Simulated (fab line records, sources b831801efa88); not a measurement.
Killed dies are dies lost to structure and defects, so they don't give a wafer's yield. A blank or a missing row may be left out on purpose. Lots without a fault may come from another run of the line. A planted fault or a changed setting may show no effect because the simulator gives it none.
Chamber matching | flow sky130 | SKY_VIA2_HDPCVD_00 on hdpcvd-02: 3 sister chambers
The step deposits SiO2, target thk 1180 nm, time 196.7 s. 14 wafers are shown with their chamber, then 6 later ones without.

WAFERS WITH THEIR CHAMBER
wafer  | chamber | run_length_s (s)
L971.1 | 2       | 224.3
L971.5 | 1       | 225.5
L971.6 | 0       | 225.4
L973.4 | 0       | 225.1
L973.5 | 1       | 225.4
L973.6 | 2       | 224.2
L974.3 | 0       | 225.7
L974.5 | 1       | 225.6
L974.6 | 2       | 223.9
L976.5 | 1       | 225.1
L981.1 | 2       | 224.7
L990.1 | 1       | 224.9
L990.3 | 2       | 224.3
L990.5 | 0       | 226.3

SIGNATURES (means of the wafers above)
reading      | chamber 0 | chamber 1 | chamber 2 | scatter within a chamber
run_length_s | 225.625   | 225.300   | 224.280   | 0.364
Rule: a wafer's distance from a chamber is the root of the sum, over the readings, of the square of ((its reading less the chamber's mean) divided by the reading's scatter). The wafer belongs to the nearest chamber; if the next one is less than 2 further off, it can't be placed. The scatter: the root of (the sum of the squares of (reading less its chamber's mean) over the shown wafers, divided by (wafers less chambers)).

WAFERS WITHOUT THEIR CHAMBER
wafer  | run_length_s (s)
L991.1 | 224.4
L991.3 | 225.5
L991.6 | 225.4
L993.1 | 224.5
L993.3 | 225.8
L993.6 | 226.0

WHICH CHAMBER EACH WENT THROUGH
wafer  | from the rows above     | in truth
L991.1 | 2                       | 2
L991.3 | can't be placed: 0 or 1 | 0
L991.6 | can't be placed: 1 or 0 | 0
L993.1 | can't be placed: 2 or 1 | 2
L993.3 | can't be placed: 0 or 1 | 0
L993.6 | can't be placed: 0 or 1 | 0
Placed correctly: 1 of 6. Can't be placed from these rows: 5 (the true chamber is among the candidates in 5). Placed wrongly: 0.
